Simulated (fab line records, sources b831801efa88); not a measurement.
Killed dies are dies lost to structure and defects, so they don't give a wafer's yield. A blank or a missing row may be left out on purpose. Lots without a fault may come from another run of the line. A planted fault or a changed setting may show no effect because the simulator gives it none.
fab line records | flow sky130
record lots=24 wafers=72 last_day=50
route steps=708 shown SD_N@349 LI_CONTACT@381 METAL1@452 METAL2@503
lots that met no fault: from a run of the same line without faults
start_h: hours from the record's first day to the start of the lot's first wafer shown | wait_h: hours since the lot's step before | " the same as in the row above | L1.1+2: a row that stands for several wafers | - no value, or no start given | * or withheld: withheld | < > ~ a bound
route shown NAME@n: a module of which the file shows steps, and the number in the route of the first | usual: mean/standard deviation of fault-free wafers | same: alike in all rows | chamber/n: place in a boat | sites: the reading at each site | _std_site: their standard deviation | _edge_site: outer sites' mean less inner sites' | radius_mm: how far each site lies from the wafer's centre | mask NAME#n: copy n | behind: the tool/chamber that last shaped the wafer | hold: why the lot was held/for how many hours/how that ended | device: the transistor (n, p or np) that didn't switch | end of line: the same wafers' tests at the end of the route | a step without rows: its recipe alone | killed: dies lost to structure and defects at the first sort, not the wafer's yield | map: a wafer's dies, x killed, . not, _ none there
set.NAME: the setting as run; set.NAME@STEP: as run at that earlier step | model.NAME: the simulator's own value behind a step, which no gauge read
steps of the route over a sample of lots; a table a step, a row a wafer
services: from which hour (start_h, from the record's first day; less than 0 if before it) a tool's chamber was out of use, for how many hours, and why
## steps
# step SKY_SD_N_CD_MEAS_07
# recipe target_cd_nm=380
# usual cd_nm=380.5/2.8
# columns lot.wafer tool chamber start_h wait_h cd_nm
L074.2 cd_sem-02 - 651.89 0.1 375.9
L074.5 " - " " 375.2
L074.6 " - " " 378.2
L075.2 cd_sem-02 - 659.77 0.1 381.0
L075.3 " - " " 380.1
L075.4 " - " " 380.5
L076.3 cd_sem-02 - 671.35 0.1 379.0
L076.4 " - " " 375.6
L076.6 " - " " 375.1
L077.2 cd_sem-02 - 679.78 0.1 377.5
L077.3 " - " " 379.4
L077.6 " - " " 380.4
L078.2 cd_sem-02 - 679.92 0.1 381.6
L078.3 " - " " 383.3
L078.5 " - " " 382.2
L079.2 cd_sem-01 - 682.83 0.1 378.8
L079.5 " - " " 378.1
L079.6 " - " " 379.6
L080.2 cd_sem-01 - 700.75 0.1 384.1
L080.4 " - " " 382.3
L080.6 " - " " 384.7
L081.3 cd_sem-02 - 707.94 0.1 382.8
L081.4 " - " " 382.7
L081.6 " - " " 382.0
L082.1 cd_sem-02 - 709.46 0.1 383.0
L082.3 " - " " 381.9
L082.4 " - " " 382.3
L083.1 cd_sem-01 - 713.68 0.1 380.2
L083.3 " - " " 378.7
L083.5 " - " " 379.0
L084.2 cd_sem-01 - 727.13 0.1 379.0
L084.4 " - " " 378.5
L084.6 " - " " 376.7
L085.1 cd_sem-02 - 732.82 0.1 380.9
L085.2 " - " " 379.6
L085.6 " - " " 380.2
L086.1 cd_sem-01 - 744.17 0.1 380.8
L086.4 " - " " 382.3
L086.5 " - " " 380.6
L087.3 cd_sem-02 - 752.85 0.1 383.4
L087.4 " - " " 382.2
L087.5 " - " " 379.2
L088.1 cd_sem-01 - 758.26 0.1 377.0
L088.2 " - " " 379.6
L088.5 " - " " 377.6
L089.2 cd_sem-01 - 763.32 0.1 381.5
L089.4 " - " " 383.1
L089.6 " - " " 382.8
L090.1 cd_sem-02 - 771.88 0.1 383.3
L090.2 " - " " 384.0
L090.4 " - " " 383.7
L091.1 cd_sem-01 - 778.20 0.1 384.3
L091.3 " - " " 386.0
L091.6 " - " " 384.0
L092.1 cd_sem-02 - 797.40 0.1 376.2
L092.2 " - " " 378.1
L092.5 " - " " 380.0
L093.2 cd_sem-02 - 804.77 0.1 378.4
L093.5 " - " " 378.3
L093.6 " - " " 377.5
L094.1 cd_sem-01 - 805.53 0.1 380.3
L094.5 " - " " 379.0
L094.6 " - " " 379.5
L095.3 cd_sem-01 - 810.97 0.1 376.0
L095.4 " - " " 375.1
L095.6 " - " " 374.7
L096.2 cd_sem-01 - 818.13 0.1 384.1
L096.4 " - " " 381.1
L096.5 " - " " 382.6
L097.1 cd_sem-02 - 826.13 0.1 383.9
L097.5 " - " " 384.3
L097.6 " - " " 382.5
# step SKY_LI_CONTACT_SPUTTER_19
# recipe material=Ti target_thk_nm=20 chamber_pressure_pa=5 power_w=2500 substrate_temp_c=200 time_s=106.37
# usual throttle_valve_pct=30.1/1.1
# columns lot.wafer tool chamber start_h wait_h throttle_valve_pct
L074.2 pvd_sputter-04 - 682.37 0.0 30.5
L074.5 " - " " 31.3
L074.6 " - " " 30.3
L075.2 pvd_sputter-01 - 690.44 0.0 30.3
L075.3 " - " " 30.3
L075.4 " - " " 31.8
L076.3 pvd_sputter-02 - 702.40 0.0 29.3
L076.4 " - " " 29.9
L076.6 " - " " 29.9
L077.2 pvd_sputter-04 - 710.14 0.0 30.5
L077.3 " - " " 30.5
L077.6 " - " " 30.9
L078.2 pvd_sputter-01 - 710.71 0.0 30.9
L078.3 " - " " 32.2
L078.5 " - " " 31.8
L079.2 pvd_sputter-01 - 713.99 0.0 31.0
L079.5 " - " " 31.8
L079.6 " - " " 30.3
L080.2 pvd_sputter-01 - 730.89 0.0 30.1
L080.4 " - " " 30.2
L080.6 " - " " 30.9
L081.3 pvd_sputter-02 - 737.09 0.0 29.1
L081.4 " - " " 29.1
L081.6 " - " " 30.1
L082.1 pvd_sputter-01 - 739.32 0.0 31.0
L082.3 " - " " 30.4
L082.4 " - " " 30.1
L083.1 pvd_sputter-04 - 743.87 0.0 30.4
L083.3 " - " " 27.4
L083.5 " - " " 30.7
L084.2 pvd_sputter-04 - 756.64 0.0 30.9
L084.4 " - " " 30.6
L084.6 " - " " 30.4
L085.1 pvd_sputter-04 - 761.42 0.0 30.7
L085.2 " - " " 27.4
L085.6 " - " " 27.5
L086.1 pvd_sputter-01 - 774.29 0.0 31.7
L086.4 " - " " 30.3
L086.5 " - " " 31.6
L087.3 pvd_sputter-02 - 781.64 0.0 29.5
L087.4 " - " " 29.4
L087.5 " - " " 29.8
L088.1 pvd_sputter-02 - 787.74 0.0 29.8
L088.2 " - " " 29.0
L088.5 " - " " 29.7
L089.2 pvd_sputter-02 - 791.44 0.0 29.6
L089.4 " - " " 29.3
L089.6 " - " " 29.6
L090.1 pvd_sputter-02 - 800.69 0.0 30.3
L090.2 " - " " 28.9
L090.4 " - " " 29.5
L091.1 pvd_sputter-02 - 807.03 0.0 29.9
L091.3 " - " " 29.5
L091.6 " - " " 29.8
L092.1 pvd_sputter-04 - 826.14 0.0 27.7
L092.2 " - " " 30.7
L092.5 " - " " 30.5
L093.2 pvd_sputter-04 - 833.44 0.0 27.3
L093.5 " - " " 31.0
L093.6 " - " " 27.8
L094.1 pvd_sputter-01 - 833.93 0.0 31.2
L094.5 " - " " 30.1
L094.6 " - " " 30.3
L095.3 pvd_sputter-02 - 839.54 0.0 29.8
L095.4 " - " " 29.6
L095.6 " - " " 30.2
L096.2 pvd_sputter-04 - 846.47 0.0 30.6
L096.4 " - " " 30.5
L096.5 " - " " 27.5
L097.1 pvd_sputter-01 - 854.33 0.0 30.4
L097.5 " - " " 30.4
L097.6 " - " " 30.2
# step SKY_LI_CONTACT_THK_MEAS_23
# recipe thk_meas_gauge=xrf reads=W_of_LI_CONTACT_CVD_21
# usual LI_CONTACT_W_THK=411/9.4
# columns lot.wafer tool chamber start_h wait_h LI_CONTACT_W_THK[nm]
L074.2 film_metro-02 - 682.77 0.1 411
L074.5 " - " " 406
L074.6 " - " " 410
L075.2 film_metro-03 - 690.83 0.1 406
L075.3 " - " " 404
L075.4 " - " " 415
L076.3 film_metro-03 - 702.81 0.1 426
L076.4 " - " " 414
L076.6 " - " " 426
L077.2 film_metro-04 - 710.53 0.1 423
L077.3 " - " " 410
L077.6 " - " " 423
L078.2 film_metro-04 - 711.24 0.1 396
L078.3 " - " " 404
L078.5 " - " " 400
L079.2 film_metro-04 - 714.38 0.1 415
L079.5 " - " " 403
L079.6 " - " " 420
L080.2 film_metro-04 - 731.28 0.1 406
L080.4 " - " " 404
L080.6 " - " " 401
L081.3 film_metro-02 - 737.49 0.1 423
L081.4 " - " " 433
L081.6 " - " " 429
L082.1 film_metro-02 - 739.71 0.1 413
L082.3 " - " " 414
L082.4 " - " " 403
L083.1 film_metro-04 - 744.26 0.1 400
L083.3 " - " " 409
L083.5 " - " " 404
L084.2 film_metro-02 - 757.03 0.1 431
L084.4 " - " " 433
L084.6 " - " " 429
L085.1 film_metro-02 - 761.80 0.1 409
L085.2 " - " " 424
L085.6 " - " " 412
L086.1 film_metro-04 - 774.67 0.1 407
L086.4 " - " " 406
L086.5 " - " " 423
L087.3 film_metro-02 - 782.04 0.1 403
L087.4 " - " " 414
L087.5 " - " " 405
L088.1 film_metro-04 - 788.12 0.1 402
L088.2 " - " " 400
L088.5 " - " " 406
L089.2 film_metro-04 - 791.83 0.1 408
L089.4 " - " " 406
L089.6 " - " " 400
L090.1 film_metro-02 - 801.07 0.1 428
L090.2 " - " " 407
L090.4 " - " " 427
L091.1 film_metro-02 - 807.55 0.1 412
L091.3 " - " " 409
L091.6 " - " " 406
L092.1 film_metro-03 - 826.52 0.1 405
L092.2 " - " " 403
L092.5 " - " " 407
L093.2 film_metro-02 - 833.83 0.1 403
L093.5 " - " " 405
L093.6 " - " " 409
L094.1 film_metro-02 - 834.31 0.1 432
L094.5 " - " " 410
L094.6 " - " " 420
L095.3 film_metro-03 - 839.94 0.1 407
L095.4 " - " " 400
L095.6 " - " " 405
L096.2 film_metro-04 - 846.86 0.1 406
L096.4 " - " " 400
L096.5 " - " " 401
L097.1 film_metro-02 - 854.71 0.1 414
L097.5 " - " " 430
L097.6 " - " " 417
# step SKY_METAL1_ETCH_18
# recipe chemistry=N2/H2 target=BARC ion_energy_ev=200 bias_w=100 pressure_mtorr=30 n2_flow_sccm=100 h2_flow_sccm=200 icp_w=500 stop_on=SiO2 time_s=45.9 target_depth_a=600
# usual drypump_motor_current_A=6.0/0.42 h2_flow_sccm=200.0/0.66 oes_product_au=0.854/0.0046 throttle_valve_pct=13.223/0.0096
# columns lot.wafer tool chamber start_h wait_h drypump_motor_current_A h2_flow_sccm oes_product_au rf_hours_counter_h throttle_valve_pct
L074.2 rie_metal-03 1 770.30 0.0 5.5 200.6 0.857 12 13.217
L074.5 " 1 " " 5.5 200.7 0.859 - 13.203
L074.6 " 0 " " 6.0 200.8 0.858 - 13.218
L075.2 rie_metal-03 0 777.79 0.1 6.0 199.3 0.860 - 13.228
L075.3 " 0 " " 6.0 200.4 0.857 - 13.223
L075.4 " 0 " " 6.0 200.3 0.857 - 13.221
L076.3 rie_metal-01 1 788.82 0.0 6.6 199.5 0.859 - 13.228
L076.4 " 0 " " 6.7 201.0 0.849 - 13.222
L076.6 " 0 " " 6.6 201.0 0.862 - 13.222
L077.2 rie_metal-01 1 795.18 0.0 6.6 199.7 0.846 3 13.221
L077.3 " 0 " " 6.6 199.8 0.853 - 13.217
L077.6 " 1 " " 6.6 199.1 0.864 - 13.229
L078.2 rie_metal-04 1 796.33 0.0 5.5 200.4 0.849 5 13.211
L078.3 " 1 " " 5.5 201.7 0.848 - 13.213
L078.5 " 0 " " 5.9 200.7 0.853 - 13.224
L079.2 rie_metal-03 0 799.91 0.0 6.0 199.7 0.857 13 13.218
L079.5 " 0 " " 6.0 199.5 0.855 - 13.220
L079.6 " 1 " " 5.5 198.8 0.858 - 13.222
L080.2 rie_metal-04 0 815.58 0.0 5.9 200.1 0.852 9 13.238
L080.4 " 1 " " 5.5 199.3 0.857 - 13.226
L080.6 " 1 " " 5.5 198.7 0.850 - 13.240
L081.3 rie_metal-01 1 822.23 0.0 6.6 199.7 0.860 - 13.230
L081.4 " 0 " " 6.6 200.9 0.853 - 13.218
L081.6 " 1 " " 6.6 200.2 0.849 - 13.236
L082.1 rie_metal-04 0 822.93 0.0 5.9 198.7 0.854 9 13.202
L082.3 " 1 " " 5.5 199.8 0.859 - 13.222
L082.4 " 0 " " 5.9 199.4 0.856 - 13.222
L083.1 rie_metal-03 0 828.76 0.0 6.0 200.7 0.855 14 13.220
L083.3 " 0 " " 6.0 200.0 0.852 - 13.227
L083.5 " 1 " " 5.5 200.1 0.853 - 13.223
L084.2 rie_metal-04 1 840.16 0.0 5.5 199.2 0.857 7 13.220
L084.4 " 1 " " 5.5 199.3 0.856 - 13.221
L084.6 " 1 " " 5.5 199.9 0.848 - 13.211
L085.1 rie_metal-01 0 845.55 0.0 6.7 200.3 0.852 11 13.216
L085.2 " 1 " " 6.5 200.9 0.857 5 13.225
L085.6 " 0 " " 6.6 199.5 0.851 - 13.227
L086.1 rie_metal-04 0 857.58 0.0 5.9 200.3 0.849 10 13.216
L086.4 " 0 " " 5.9 199.9 0.855 - 13.225
L086.5 " 1 " " 5.5 200.6 0.843 - 13.230
L087.3 rie_metal-04 0 863.78 0.0 5.9 201.2 0.856 - 13.212
L087.4 " 1 " " 5.5 199.7 0.859 - 13.210
L087.5 " 1 " " 5.5 200.0 0.849 - 13.217
L088.1 rie_metal-03 1 870.20 0.0 5.5 200.2 0.852 16 13.233
L088.2 " 0 " " 6.0 200.2 0.848 0 13.234
L088.5 " 1 " " 5.5 200.2 0.850 - 13.226
L089.2 rie_metal-03 0 873.85 0.1 6.0 199.1 0.854 - 13.218
L089.4 " 0 " " 6.0 198.7 0.863 - 13.242
L089.6 " 0 " " 6.0 199.0 0.848 - 13.224
L090.1 rie_metal-04 0 884.01 0.0 5.8 199.6 0.860 12 13.234
L090.2 " 1 " " 5.5 198.7 0.861 9 13.215
L090.4 " 0 " " 5.9 200.4 0.859 - 13.244
L091.1 rie_metal-01 1 889.78 0.0 6.5 200.0 0.858 7 13.218
L091.3 " 0 " " 6.6 200.4 0.846 - 13.239
L091.6 " 1 " " 6.6 199.9 0.857 - 13.237
L092.1 rie_metal-04 1 907.78 0.0 5.5 199.6 0.859 10 13.228
L092.2 " 0 " " 5.9 200.1 0.857 13 13.229
L092.5 " 0 " " 5.9 200.2 0.857 - 13.213
L093.2 rie_metal-03 1 914.06 0.0 5.5 199.9 0.856 0 13.226
L093.5 " 1 " " 5.5 200.0 0.856 - 13.219
L093.6 " 0 " " 6.0 197.9 0.854 - 13.219
L094.1 rie_metal-01 1 914.55 0.0 6.6 200.5 0.850 8 13.232
L094.5 " 1 " " 6.6 200.3 0.861 - 13.227
L094.6 " 0 " " 6.7 200.1 0.846 - 13.233
L095.3 rie_metal-03 0 919.78 0.0 6.0 200.3 0.852 - 13.227
L095.4 " 1 " " 5.5 199.5 0.853 - 13.242
L095.6 " 0 " " 6.0 199.6 0.850 - 13.241
L096.2 rie_metal-03 0 926.45 0.0 6.0 200.9 0.853 3 13.230
L096.4 " 1 " " 5.5 199.6 0.853 - 13.218
L096.5 " 0 " " 6.0 199.8 0.852 - 13.217
L097.1 rie_metal-03 1 934.60 0.0 5.5 200.8 0.856 2 13.224
L097.5 " 1 " " 5.6 200.4 0.853 - 13.219
L097.6 " 0 " " 6.0 199.7 0.852 - 13.203
# step SKY_METAL1_METAL_ETCH_19
# recipe target_depth_a=3600 stop_on=SiO2 over_etch_frac=0.3 time_s=78 chemistry=Cl2/BCl3 resist_sidewall_deg=88 pressure_mtorr=10 icp_w=900 bias_w=48.5 Cl2_flow_sccm=60 bcl3_flow_sccm=30
# usual drypump_motor_current_A=5.9/0.42 oes_product_au=0.854/0.0062 throttle_valve_pct=22.266/0.0092
# columns lot.wafer tool chamber start_h wait_h drypump_motor_current_A oes_product_au rf_hours_counter_h throttle_valve_pct
L074.2 rie_metal-03 1 770.36 0.0 5.4 0.855 12 22.268
L074.5 " 1 " " 5.5 0.850 - 22.263
L074.6 " 0 " " 6.0 0.850 - 22.274
L075.2 rie_metal-03 0 777.92 0.1 6.0 0.850 - 22.281
L075.3 " 0 " " 6.0 0.849 - 22.277
L075.4 " 0 " " 6.0 0.850 - 22.265
L076.3 rie_metal-01 1 788.89 0.1 6.6 0.852 - 22.274
L076.4 " 0 " " 6.6 0.860 - 22.267
L076.6 " 0 " " 6.6 0.854 - 22.280
L077.2 rie_metal-01 1 795.25 0.0 6.5 0.861 3 22.259
L077.3 " 0 " " 6.6 0.853 - 22.275
L077.6 " 1 " " 6.6 0.856 - 22.279
L078.2 rie_metal-04 1 796.40 0.0 5.5 0.852 5 22.270
L078.3 " 1 " " 5.5 0.857 - 22.247
L078.5 " 0 " " 5.8 0.852 - 22.270
L079.2 rie_metal-03 0 799.98 0.0 6.0 0.854 13 22.257
L079.5 " 0 " " 6.0 0.860 - 22.267
L079.6 " 1 " " 5.5 0.855 - 22.272
L080.2 rie_metal-04 0 815.65 0.0 5.8 0.857 9 22.273
L080.4 " 1 " " 5.5 0.855 - 22.276
L080.6 " 1 " " 5.4 0.848 - 22.261
L081.3 rie_metal-01 1 822.31 0.1 6.5 0.850 - 22.253
L081.4 " 0 " " 6.6 0.849 - 22.274
L081.6 " 1 " " 6.5 0.855 - 22.261
L082.1 rie_metal-04 0 823.00 0.0 5.9 0.861 9 22.262
L082.3 " 1 " " 5.4 0.858 - 22.263
L082.4 " 0 " " 5.9 0.848 - 22.269
L083.1 rie_metal-03 0 828.83 0.0 6.0 0.858 14 22.264
L083.3 " 0 " " 6.0 0.853 - 22.269
L083.5 " 1 " " 5.4 0.861 - 22.257
L084.2 rie_metal-04 1 840.23 0.0 5.5 0.854 7 22.263
L084.4 " 1 " " 5.5 0.853 - 22.272
L084.6 " 1 " " 5.4 0.862 - 22.261
L085.1 rie_metal-01 0 845.61 0.0 6.6 0.848 11 22.278
L085.2 " 1 " " 6.6 0.863 5 22.280
L085.6 " 0 " " 6.6 0.852 - 22.270
L086.1 rie_metal-04 0 857.65 0.0 5.9 0.857 11 22.266
L086.4 " 0 " " 5.8 0.860 - 22.262
L086.5 " 1 " " 5.5 0.869 - 22.264
L087.3 rie_metal-04 0 863.86 0.1 5.8 0.856 - 22.282
L087.4 " 1 " " 5.5 0.848 - 22.260
L087.5 " 1 " " 5.5 0.850 - 22.262
L088.1 rie_metal-03 1 870.26 0.0 5.5 0.847 16 22.273
L088.2 " 0 " " 6.0 0.854 0 22.262
L088.5 " 1 " " 5.5 0.856 - 22.259
L089.2 rie_metal-03 0 873.99 0.1 6.0 0.851 - 22.254
L089.4 " 0 " " 6.0 0.853 - 22.261
L089.6 " 0 " " 6.0 0.859 - 22.259
L090.1 rie_metal-04 0 884.08 0.0 5.9 0.844 12 22.277
L090.2 " 1 " " 5.5 0.851 9 22.268
L090.4 " 0 " " 5.9 0.851 - 22.273
L091.1 rie_metal-01 1 889.85 0.0 6.6 0.848 7 22.261
L091.3 " 0 " " 6.6 0.862 - 22.266
L091.6 " 1 " " 6.6 0.866 - 22.256
L092.1 rie_metal-04 1 907.85 0.0 5.5 0.849 10 22.255
L092.2 " 0 " " 5.8 0.861 13 22.247
L092.5 " 0 " " 5.8 0.837 - 22.261
L093.2 rie_metal-03 1 914.13 0.0 5.5 0.859 1 22.260
L093.5 " 1 " " 5.5 0.849 - 22.285
L093.6 " 0 " " 5.9 0.852 - 22.263
L094.1 rie_metal-01 1 914.61 0.0 6.6 0.851 8 22.267
L094.5 " 1 " " 6.6 0.855 - 22.263
L094.6 " 0 " " 6.6 0.856 - 22.274
L095.3 rie_metal-03 0 919.86 0.1 6.0 0.844 - 22.268
L095.4 " 1 " " 5.5 0.849 - 22.261
L095.6 " 0 " " 6.0 0.863 - 22.272
L096.2 rie_metal-03 0 926.51 0.0 6.0 0.852 3 22.264
L096.4 " 1 " " 5.5 0.855 - 22.251
L096.5 " 0 " " 6.0 0.853 - 22.277
L097.1 rie_metal-03 1 934.66 0.0 5.5 0.855 2 22.277
L097.5 " 1 " " 5.5 0.852 - 22.248
L097.6 " 0 " " 6.0 0.859 - 22.266
# step SKY_METAL2_STRIP_20
# recipe chemistry=O2/N2 power_w=1400 pressure_mtorr=1500 platen_temp_c=withheld o2_flow_sccm=3000 n2_flow_sccm=300 overash_fraction=0.5
# usual drypump_motor_current_A=5.72/0.28 oes_product_au=0.343/0.0049 strip_time_to_endpoint_s=2.69/0.036
# columns lot.wafer tool chamber start_h wait_h drypump_motor_current_A oes_product_au rf_hours_counter_h strip_time_to_endpoint_s
L074.2 plasma_asher-04 0 826.31 0.1 5.73 0.345 9 2.67
L074.5 " 1 " " 5.24 0.336 - 2.64
L074.6 " 0 " " 5.72 0.348 - 2.70
L075.2 plasma_asher-04 0 833.40 0.1 5.73 0.327 10 2.65
L075.3 " 0 " " 5.71 0.332 - 2.66
L075.4 " 1 " " 5.26 0.344 - 2.69
L076.3 plasma_asher-01 0 844.89 0.1 5.55 0.334 - 2.68
L076.4 " 1 " " 6.00 0.346 - 2.69
L076.6 " 1 " " 6.01 0.349 - 2.70
L077.2 plasma_asher-04 0 850.92 0.1 5.72 0.348 11 2.73
L077.3 " 0 " " 5.73 0.349 - 2.72
L077.6 " 1 " " 5.25 0.343 - 2.74
L078.2 plasma_asher-03 0 852.52 0.1 5.96 0.346 105 2.67
L078.3 " 1 " " 5.91 0.339 - 2.65
L078.5 " 0 " " 5.96 0.342 - 2.63
L079.2 plasma_asher-04 1 855.92 0.1 5.25 0.345 12 2.66
L079.5 " 0 " " 5.72 0.342 - 2.69
L079.6 " 1 " " 5.23 0.341 - 2.69
L080.2 plasma_asher-01 1 871.72 0.1 5.99 0.338 38 2.68
L080.4 " 0 " " 5.56 0.343 - 2.65
L080.6 " 0 " " 5.55 0.342 - 2.60
L081.3 plasma_asher-04 0 877.67 0.1 5.71 0.349 - 2.71
L081.4 " 1 " " 5.24 0.351 - 2.73
L081.6 " 0 " " 5.73 0.338 - 2.73
L082.1 plasma_asher-01 1 878.10 0.1 6.01 0.340 39 2.67
L082.3 " 1 " " 5.96 0.340 - 2.70
L082.4 " 0 " " 5.54 0.339 - 2.64
L083.1 plasma_asher-03 0 884.74 0.1 5.94 0.342 108 2.72
L083.3 " 1 " " 5.87 0.341 - 2.73
L083.5 " 0 " " 5.93 0.340 - 2.75
L084.2 plasma_asher-03 1 896.10 0.1 5.87 0.340 109 2.70
L084.4 " 0 " " 5.96 0.345 - 2.73
L084.6 " 1 " " 5.88 0.348 - 2.72
L085.1 plasma_asher-04 1 899.74 0.1 5.23 0.341 16 2.72
L085.2 " 0 " " 5.72 0.343 16 2.66
L085.6 " 0 " " 5.74 0.343 - 2.68
L086.1 plasma_asher-04 1 912.02 0.1 5.24 0.341 18 2.65
L086.4 " 1 " " 5.24 0.348 - 2.65
L086.5 " 1 " " 5.25 0.344 - 2.70
L087.3 plasma_asher-03 1 918.09 0.1 5.90 0.340 - 2.69
L087.4 " 0 " " 5.97 0.346 - 2.69
L087.5 " 0 " " 5.94 0.342 - 2.68
L088.1 plasma_asher-01 1 924.20 0.1 6.08 0.342 44 2.67
L088.2 " 0 " " 5.56 0.344 44 2.65
L088.5 " 0 " " 5.55 0.346 - 2.65
L089.2 plasma_asher-01 1 927.77 0.1 6.04 0.351 44 2.73
L089.4 " 0 " " 5.56 0.338 - 2.71
L089.6 " 1 " " 6.01 0.340 - 2.73
L090.1 plasma_asher-03 1 937.70 0.1 5.89 0.339 114 2.64
L090.2 " 0 " " 5.99 0.347 114 2.62
L090.4 " 1 " " 5.89 0.336 - 2.65
L091.1 plasma_asher-04 0 942.89 0.1 5.73 0.338 21 2.70
L091.3 " 0 " " 5.72 0.351 - 2.69
L091.6 " 1 " " 5.24 0.345 - 2.71
L092.1 plasma_asher-04 1 960.64 0.1 5.22 0.341 22 2.68
L092.2 " 0 " " 5.75 0.348 22 2.74
L092.5 " 0 " " 5.75 0.341 - 2.67
L093.2 plasma_asher-01 0 966.30 0.1 5.54 0.346 48 2.65
L093.5 " 1 " " 6.01 0.336 - 2.64
L093.6 " 0 " " 5.55 0.337 - 2.68
L094.1 plasma_asher-03 0 966.59 0.1 5.93 0.348 116 2.75
L094.5 " 1 " " 5.90 0.347 - 2.73
L094.6 " 0 " " 5.98 0.343 - 2.73
L095.3 plasma_asher-03 1 971.87 0.1 5.93 0.351 - 2.71
L095.4 " 0 " " 5.95 0.340 - 2.74
L095.6 " 0 " " 5.96 0.339 - 2.70
L096.2 plasma_asher-01 1 977.19 0.1 6.05 0.351 49 2.73
L096.4 " 0 " " 5.54 0.337 - 2.69
L096.5 " 1 " " 6.01 0.343 - 2.72
L097.1 plasma_asher-03 0 986.90 0.1 5.98 0.348 118 2.73
L097.5 " 0 " " 5.97 0.337 - 2.71
L097.6 " 1 " " 5.93 0.347 - 2.74
## services
# columns tool chamber start_h hours kind
pvd_sputter-01 - 662.25 4.1 repair
plasma_asher-04 - 664.04 2.8 pm
plasma_asher-01 - 677.68 2.8 pm
plasma_asher-03 - 685.28 4.2 repair
rie_metal-04 - 690.63 0.4 repair
plasma_asher-01 - 704.48 3.2 repair
plasma_asher-01 - 722.98 2.2 repair
plasma_asher-04 - 733.75 9.0 pm
pvd_sputter-02 - 733.77 2.1 repair
plasma_asher-01 - 743.43 28.3 pm
rie_metal-04 0 749.70 6.0 repair
plasma_asher-03 - 754.59 1.1 repair
rie_metal-03 1 774.82 11.2 repair
plasma_asher-04 - 779.82 2.9 repair
rie_metal-03 - 782.90 1.1 repair
pvd_sputter-01 - 824.31 1.1 repair
pvd_sputter-04 - 843.99 1.3 repair
rie_metal-03 1 844.20 4.6 repair
pvd_sputter-02 - 868.80 0.9 repair
rie_metal-03 1 870.52 4.2 repair
plasma_asher-03 - 885.83 1.0 repair
rie_metal-04 1 918.84 24.1 repair
pvd_sputter-02 - 924.87 1.9 repair
pvd_sputter-04 - 936.09 3.5 repair
## key
fault none
